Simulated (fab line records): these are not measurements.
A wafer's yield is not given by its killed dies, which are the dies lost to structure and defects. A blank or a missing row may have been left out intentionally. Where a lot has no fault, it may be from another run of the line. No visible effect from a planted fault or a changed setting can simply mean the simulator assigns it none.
Check of tool commonality	flow sky130	Lots sampled 15, wafers sampled 54

== REASON FOR OPENING ==
At SKY_VT_ADJUST_HVTR_TW_MEAS_11 the reading VT_ADJUST_HVTR_TW is flagged on 3 of 15 lots. No-fault wafers: 209.8, standard deviation 1.5.
Rule: flag the lot when none of its wafers has a number, or when each of its wafers that has one lies beyond 4 standard deviations from that mean. The rest of the lots are taken to be sound.

lot	measured	on	VT_ADJUST_HVTR_TW, wafer by wafer	flag
L404	day 9 12:38	film metro-01	211.8 212.1 212.9	
L405	day 10 01:27	film metro-04	211.6 210.9 212.1	
L406	day 10 05:51	film metro-04	211.8 211.6 212.0	
L407	day 10 11:24	film metro-03	209.4 209.3 209.4	
L408	day 10 19:37	film metro-01	211.5 212.4 211.2	
L409	day 11 01:52	film metro-01	209.6 209.1 210.2	
L410	day 11 11:33	film metro-04	165.2 165.7 165.2 165.2 164.8 166.0	FLAGGED
L413	day 12 04:29	film metro-04	165.5 165.3 165.1 164.7 165.4 166.6	FLAGGED
L414	day 12 11:19	film metro-01	166.6 166.7 165.7 166.3 167.5 166.3	FLAGGED
L419	day 14 02:15	film metro-04	208.9 209.4 208.8	
L423	day 15 06:54	film metro-03	209.1 209.1 208.9	
L424	day 15 12:13	film metro-03	209.7 210.3 208.5	
L425	day 15 17:16	film metro-03	210.0 208.9 209.5	
L426	day 16 06:05	film metro-04	209.2 208.6 209.6	
L427	day 16 15:32	film metro-04	208.9 208.4 208.7	
The numbers of the flagged lots are 165.8 on average: -44.0 against the usual, or -29 standard deviations.

== WHICH TOOL EACH LOT WENT THROUGH ==
The record holds 1 process step before the reading, out of a route of 708 steps. Every cell lists first the tool, next ch and the chambers used by the sampled wafers, and last the start.
lot	flag	SKY_VT_ADJUST_HVTR_IMPLANT_09
L404		implanter-04 ch 0, day 9 12:23
L405		implanter-03 ch 0, day 10 01:14
L406		implanter-02 ch 0, day 10 05:36
L407		implanter-02 ch 0, day 10 11:09
L408		implanter-04 ch 0, day 10 19:22
L409		implanter-02 ch 0, day 11 01:39
L410	FLAGGED	implanter-02 ch 0, day 11 11:18
L413	FLAGGED	implanter-02 ch 0, day 12 04:14
L414	FLAGGED	implanter-02 ch 0, day 12 11:04
L419		implanter-04 ch 0, day 14 02:02
L423		implanter-02 ch 0, day 15 06:39
L424		implanter-04 ch 0, day 15 11:58
L425		implanter-03 ch 0, day 15 17:01
L426		implanter-02 ch 0, day 16 05:52
L427		implanter-02 ch 0, day 16 15:17
What the steps here do:
- SKY_VT_ADJUST_HVTR_IMPLANT_09
- SKY_VT_ADJUST_HVTR_TW_MEAS_11

== FLAGGED OVER TOTAL, TOOL BY TOOL (the gauges that took the reading come last) ==
step	tool	lots run	flagged	share of the flagged lots	sound lots run after its first flagged lot
SKY_VT_ADJUST_HVTR_IMPLANT_09	implanter-02	9	3	all	3 (L423,L426,L427)
SKY_VT_ADJUST_HVTR_IMPLANT_09	implanter-03	2	0	none	-
SKY_VT_ADJUST_HVTR_IMPLANT_09	implanter-04	4	0	none	-
SKY_VT_ADJUST_HVTR_TW_MEAS_11	film metro-01	4	1	some	0
SKY_VT_ADJUST_HVTR_TW_MEAS_11	film metro-03	4	0	none	-
SKY_VT_ADJUST_HVTR_TW_MEAS_11	film metro-04	7	2	some	3 (L419,L426,L427)

== WHAT IS ALLOWED BY THE TABLE ==
All flagged lots share 1 row of the table, namely implanter-02 at SKY_VT_ADJUST_HVTR_IMPLANT_09.
- implanter-02 at SKY_VT_ADJUST_HVTR_IMPLANT_09 ran 9 lots, 3 of them flagged. Lots that were sound ran on it after the first flagged one (L423, L426, L427); a persistent fault on the entire tool would not allow that. Its own readings (dose ions cm2, faraday current uA) fall more than 4 standard deviations out on all wafers of the flagged lots.
No row of the table ran every flagged lot and no sound lot after the first.

== WHAT THE SIMULATOR PUT IN ==
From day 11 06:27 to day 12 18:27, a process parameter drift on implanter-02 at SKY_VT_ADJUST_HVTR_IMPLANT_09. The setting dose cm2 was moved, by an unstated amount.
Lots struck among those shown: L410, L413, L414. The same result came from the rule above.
